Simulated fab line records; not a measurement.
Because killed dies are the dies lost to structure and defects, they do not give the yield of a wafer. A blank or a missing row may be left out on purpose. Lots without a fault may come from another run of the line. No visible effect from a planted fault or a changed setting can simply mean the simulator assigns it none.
Chamber matching / flow gf180mcu / 4 sister chambers for GF_V4_CMP_04 on cmp-02
The step polishes SiO2. 4 wafers are shown with their chamber, then 6 later ones without.

## WAFERS, EACH WITH ITS CHAMBER
wafer=L311.4; chamber=1; motor-current-A (A)=9.5
wafer=L319.3; chamber=0; motor-current-A (A)=10.9
wafer=L319.5; chamber=3; motor-current-A (A)=11.7
wafer=L319.6; chamber=2; motor-current-A (A)=14.2

## WAFERS MISSING THEIR CHAMBER
wafer=L321.2; motor-current-A (A)=9.9
wafer=L321.3; motor-current-A (A)=13.8
wafer=L321.6; motor-current-A (A)=11.5
wafer=L322.3; motor-current-A (A)=12.0
wafer=L322.5; motor-current-A (A)=9.5
wafer=L322.6; motor-current-A (A)=13.5

## WHICH CHAMBER EACH WENT THROUGH
wafer=L321.2; from the rows above=can't be placed: 1 or 0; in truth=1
wafer=L321.3; from the rows above=2; in truth=2
wafer=L321.6; from the rows above=can't be placed: 3 or 0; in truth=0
wafer=L322.3; from the rows above=3; in truth=3
wafer=L322.5; from the rows above=1; in truth=1
wafer=L322.6; from the rows above=2; in truth=2
Placed correctly: 4 of 6. Cannot be placed on the basis of these rows: 2; the candidates contain the true chamber in 2. Placed wrongly: 0.
How it was worked out, from the rows above alone: a wafer's distance from a chamber is the root of the sum, over the readings, of the square of ((its reading less the chamber's mean) divided by the reading's scatter). If the next closest chamber is less than 2 further off than the closest, the wafer can't be placed; otherwise it belongs to the closest. The mean given for a chamber averages the wafers shown for that chamber. The scatter (one wafer shown for each chamber): square how far every hidden wafer sits from the nearest shown wafer, average those squares and take the square root.
